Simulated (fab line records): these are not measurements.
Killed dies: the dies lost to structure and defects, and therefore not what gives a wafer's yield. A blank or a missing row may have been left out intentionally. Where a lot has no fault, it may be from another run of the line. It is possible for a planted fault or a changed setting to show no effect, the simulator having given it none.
2 desks looking at one fault -- flow gf180mcu -- each desk holds nothing but its own numbers, with what lay behind them at the end

## THE TOOL OWNER'S DESK: lithoTrack-02
The tool's own readings at GF_LVPWELL_COAT_02 (resist thk 3000 nm): means of the sampled wafers that have a number, for each lot that ran on this tool. A lot is out of limits, marked OUT, if its mean lies more than 4 standard deviations from the usual mean; the brackets give that distance.
Columns: A = spinSpeedRpm at GF_LVPWELL_COAT_02, usual 1999.9 rpm
lot,first seen here,A
L698,day 4 01:46,1999.0
L699,day 4 05:55,1998.3
L700,day 4 11:02,1843.6 (-99 or more) OUT
L701,day 4 14:49,1845.0 (-99 or more) OUT
L717,day 8 18:59,1999.5
L718,day 8 19:40,1999.4
This desk's finding: out of limits on L700, L701; first on L700, day 4 11:02 (spinSpeedRpm at GF_LVPWELL_COAT_02). L698, L699, L717, L718: within limits.

## AT THE METROLOGY DESK
Lot by lot, what the gauges showed, no matter which tool ran the lot: averages of those sampled wafers that carry a number. A lot is out of limits, marked OUT, if its mean lies more than 4 standard deviations from the usual mean; the brackets give that distance.
Columns: A = INCOMING_BOW at GF_STI_BOW_MEAS_00, usual 1 um; B = SAB_CVD_00_THK at GF_SAB_THK_MEAS_01, usual 50.4 nm
lot,first seen here,A,B
L697,day 1 15:01,2,50.6
L698,day 1 20:00,1,50.7
L699,day 2 01:00,3,51.2
L700,day 2 06:01,0,49.7
L701,day 2 11:02,6,51.0
L707,day 3 17:01,4,50.8
L708,day 3 22:00,-3,49.2
L710,day 4 08:01,3,50.1
L715,day 5 09:00,-1,51.3
L716,day 5 14:01,-7,50.3
L717,day 5 19:01,-5,50.4
L718,day 6 00:02,5,50.8
L719,day 6 05:00,-3,51.1
Result from this desk: across the 13 lots, nothing is out of limits.

## TAKEN TOGETHER
At day 4 11:02, on L700, L701, the tool owner's desk was in a position to raise an alarm.
Nothing out of limits was seen by the metrology desk.
The metrology desk holds a record of L700, L701, inside its limits.
Every lot named ran GF_LVPWELL_COAT_02 on lithoTrack-02.

## WHAT THE SIMULATOR HAD PUT IN
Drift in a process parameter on lithoTrack-02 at GF_LVPWELL_COAT_02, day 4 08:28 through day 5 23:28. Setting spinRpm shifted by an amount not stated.
Shown lots that were struck: L700, L701.
Delay in hours, fault start to first out-of-limits reading, by desk: the tool owner's desk at 3.
